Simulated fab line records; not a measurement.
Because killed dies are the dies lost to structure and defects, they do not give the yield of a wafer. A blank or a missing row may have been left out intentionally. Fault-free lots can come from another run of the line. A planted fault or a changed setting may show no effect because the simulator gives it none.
Chamber matching | flow gf180mcu | GF_V1_CVD_02 on pecvd-02: 3 sister chambers
The step deposits SiO2 from TEOS, target thk 850 nm, time 94.851 s. 3 wafers are shown with their chamber, then 7 later ones without.

## WAFERS WITH THEIR CHAMBER
wafer  | chamber | heater-power-w (W)
L740.5 | 2       | 766
L743.1 | 0       | 612
L743.4 | 1       | 735

## WAFERS WITH NO CHAMBER GIVEN
wafer  | heater-power-w (W)
L743.5 | 760
L744.4 | 802
L744.5 | 726
L744.6 | 585
L747.5 | 728
L749.2 | 807
L749.3 | 726

## CHAMBER TAKEN BY EACH
wafer  | from the rows above     | in truth
L743.5 | can't be placed: 2 or 1 | 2
L744.4 | can't be placed: 2 or 1 | 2
L744.5 | can't be placed: 1 or 2 | 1
L744.6 | 0                       | 0
L747.5 | can't be placed: 1 or 2 | 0
L749.2 | can't be placed: 2 or 1 | 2
L749.3 | can't be placed: 1 or 2 | 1
1 of 7 placed correctly. Cannot be placed on the basis of these rows: 6; the candidates contain the true chamber in 5. Placed wrongly: 0.
How it was worked out, from the rows above alone: a wafer's distance from a chamber is the root of the sum, over the readings, of the square of ((its reading less the chamber's mean) divided by the reading's scatter). The wafer belongs to the nearest chamber; if the next one is less than 2 further off, it can't be placed. The mean given for a chamber averages the wafers shown for that chamber. The scatter (one wafer shown for each chamber): square how far every hidden wafer sits from the nearest shown wafer, average those squares and take the square root.
